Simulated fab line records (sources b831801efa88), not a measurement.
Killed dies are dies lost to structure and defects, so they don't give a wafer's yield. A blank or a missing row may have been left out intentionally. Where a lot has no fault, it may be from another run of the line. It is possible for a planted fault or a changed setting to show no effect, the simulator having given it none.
Which tool did it? ; flow gf180mcu ; 7 lots, 21 wafers sampled, at 1 step of a route of 602

WHAT THE GAUGES SHOWED, per wafer
GF_STI_THK_MEAS_02.
lot;measured;on;STI_OXIDATION_THK (nm)
L959;day 1 21:38;film_metro-03;9.79 9.98 9.92
L961;day 2 07:31;film_metro-03;10.04 10.11 10.13
L964;day 2 22:31;film_metro-01;10.25 10.25 10.36
L973;day 4 19:32;film_metro-04;10.28 10.19 10.21
L975;day 5 06:16;film_metro-04;9.96 10.15 10.27
L977;day 5 15:31;film_metro-01;9.96 9.64 10.07
L979;day 6 01:35;film_metro-03;10.25 10.25 9.95

WHAT TOOL EACH LOT RAN ON (gives the tool, then ch and the chambers of the sampled wafers, and finally the start)
The record holds no process step before these readings.

THE ANSWER, worked out from the rows above alone
Rule: usual is defined by the lots themselves. The widest of any qualifying gaps counts: lots, ordered by their means at a reading, are off when they make up no more than a third of the lots, leave a main group of 4 or more, and stand apart from it by 3 or more times the standard deviation of that group's means. A main group whose means are all the same, to the digits that the tables above print for the reading, isn't used. A lot without any number at a reading at which 4 lots or more have one is off too. The other lots that the step has rows for count as sound.
None of the lots is off at any reading shown; this tells nothing.

WHAT WAS PUT IN BY THE SIMULATOR
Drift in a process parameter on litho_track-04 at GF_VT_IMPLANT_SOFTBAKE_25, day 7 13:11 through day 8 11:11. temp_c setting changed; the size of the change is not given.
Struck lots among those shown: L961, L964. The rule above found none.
